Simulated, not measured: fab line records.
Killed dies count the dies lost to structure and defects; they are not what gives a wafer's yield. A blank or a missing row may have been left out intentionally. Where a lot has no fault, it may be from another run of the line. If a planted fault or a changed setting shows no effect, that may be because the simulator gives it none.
A lot that was struck, set against a sound lot + flow gf180mcu + 29 out of 602 route steps
Sound: wafers L396.3, L396.5, L396.6. The struck wafers were L390.1, L390.2. The cause is given at the end.
Each step with rows lists, per side, the tool, then ch with its chambers, then its first start. Under that, the readings that differ: sound wafers + struck wafers + difference of the means + sigmas: that difference in standard deviations of wafers without a fault.
alike: readings whose means differ by less than 2 such deviations, and words and numbers that are the same on both sides. not compared: withheld readings, readings that some wafer has no value for, bounds like >300 that may hide the same value, and numbers for which the record gives no deviation and whose values overlap.
Wherever a step has rows on one side only, a row that says differs or no value, or a row with sigmas, the two part there. Numbers that have no deviation but don't overlap get no sigmas and don't part them. Lack of a reading on every wafer of one side parts them only where that side has two or more wafers.

first, 3 steps without rows for these wafers: GF_V5_STRIP_19 (strips in post etch residue remover, time 1200 s); GF_V5_CLEAN_20 (cleans in DIW); GF_V5_SPUTTER_21 (material Ti, target thk 15 nm, time 80.02 s).
GF_V5_SPUTTER_22: material TiN, target thk 10 nm, time 40 s.
  struck on pvd sputter-02, day 29 05:53; sound on pvd sputter-03, day 31 08:40
  alike: throttle valve pct
then, 1 step without rows for these wafers: GF_V5_CVD_23 (deposits W, target thk 350 nm, time 104.9 s).
GF_V5_RS_MEAS_24: the measuring method here is four-point-probe.
  struck on film metro-03, day 29 06:02; sound on film metro-03, day 31 08:52
  alike: V5_W_RS
GF_V5_THK_MEAS_25: measures by xrf.
  struck on film metro-03, day 29 06:09; sound on film metro-03, day 31 08:58
  alike: V5_W_THK
GF_V5_CMP_26: polishes, stops on SiO2, t overpolish 15 s, target thk 0 nm.
  sound on cmp-02 ch 2,3, day 31 09:00; struck on cmp-01 ch 1,2, day 29 06:19
  alike: motor current A, overpolish run s, platen rpm, time to endpoint s
GF_TOP_METAL_SPUTTER_00: material Ti, target thk 37.5 nm, time 150 s.
  struck on pvd sputter-03, day 29 06:31; sound on pvd sputter-01, day 31 09:18
  alike: throttle valve pct
GF_TOP_METAL_SPUTTER_01: material TiN, target thk 30 nm, time 25 s.
  struck on pvd sputter-03, day 29 06:37; sound on pvd sputter-01, day 31 09:24
  alike: throttle valve pct
then, 2 steps without rows for these wafers: GF_TOP_METAL_SPUTTER_02 (material AlCu, target thk 900 nm, time 47.82 s); GF_TOP_METAL_SPUTTER_03 (material Ti, target thk 5 nm, time 3.3 s).
GF_TOP_METAL_SPUTTER_04: material TiN, target thk 25 nm, time 20.8 s.
  struck on pvd sputter-03, day 29 06:42; sound on pvd sputter-01, day 31 09:29
| reading                                       | sound             | struck      | difference | sigmas |
|-----------------------------------------------|-------------------|-------------|------------|--------|
| model.TiN_of_TOP_METAL_SPUTTER_04.thk nm (nm) | 24.89 24.99 24.64 | 33.42 33.53 | +8.64      |        |
  alike: throttle valve pct
GF_TOP_METAL_RS_MEAS_05: the measuring method here is four-point-probe.
  struck on film metro-02, day 29 06:44; sound on film metro-01, day 31 09:34
  alike: TOP_METAL_ALCU_RS
GF_TOP_METAL_THK_MEAS_06: measures by xrf.
  struck on film metro-02, day 29 06:51; sound on film metro-01, day 31 09:40
  alike: TOP_METAL_ALCU_THK
then, 7 steps without rows for these wafers: GF_TOP_METAL_DEHYDRATE_07 (time 60 s); GF_TOP_METAL_HMDS_08 (prime time 60 s); GF_TOP_METAL_COAT_09 (resist thk 1500 nm); GF_TOP_METAL_SOFTBAKE_10 (time 60 s); GF_TOP_METAL_EXPOSE_11 (exposes mask MetalTop, target cd 440 nm); GF_TOP_METAL_PEB_12; GF_TOP_METAL_DEVELOP_13 (develop time 60 s).
GF_TOP_METAL_CD_MEAS_14 targets a cd of 440 nm.
  struck on cd sem-02, day 30 00:31; sound on cd sem-02, day 32 02:07
  alike: cd nm
GF_TOP_METAL_OVL_MEAS_15:
  struck on overlay-01, day 30 00:38; sound on overlay-01, day 32 02:13
| reading            | sound       | struck    | difference | sigmas |
|--------------------|-------------|-----------|------------|--------|
| TOP_METAL_OVL (nm) | 1.8 1.5 2.1 | -0.8 -0.8 | -2.6       | -2     |
then, 1 step without rows for these wafers: GF_TOP_METAL_METAL_ETCH_16 (etches the open film in Cl2/BCl3, stops on SiO2, target depth 1197 nm, time 199.5 s).
GF_TOP_METAL_STRIP_17: strips in O2/N2.
  sound on plasma asher-01 ch 0,1, day 32 02:28; struck on plasma asher-04 ch 0,1, day 30 00:52
| reading                | sound          | struck    | difference                   | sigmas |
|------------------------|----------------|-----------|------------------------------|--------|
| o2 flow sccm (sccm)    | 2999 3018 3004 | 2994 2983 | -18                          | -2     |
| rf hours counter h (h) | - - -          | 27 27     | no value on the sound wafers |        |
  alike: drypump motor current A, heater power w, oes product au, strip time to endpoint s
GF_TOP_METAL_STRIP_18: strips in post etch residue remover, time 1200 s.
  sound on wet bench-01 ch 1, day 32 02:32; struck on wet bench-01 ch 2, day 30 00:58
| reading                                       | sound             | struck     | difference | sigmas |
|-----------------------------------------------|-------------------|------------|------------|--------|
| model.TiN_of_TOP_METAL_SPUTTER_04.thk nm (nm) | 24.46 24.56 24.22 | 32.99 33.1 | +8.63      |        |
then, 2 steps without rows for these wafers: GF_TOP_METAL_CLEAN_19 (cleans in DIW); GF_PASSIVATION_PROBE_99.

## WHERE THEY PART
At GF_TOP_METAL_OVL_MEAS_15 first; at GF_TOP_METAL_STRIP_17 last (within this record only).

WHY: what the simulator had put in
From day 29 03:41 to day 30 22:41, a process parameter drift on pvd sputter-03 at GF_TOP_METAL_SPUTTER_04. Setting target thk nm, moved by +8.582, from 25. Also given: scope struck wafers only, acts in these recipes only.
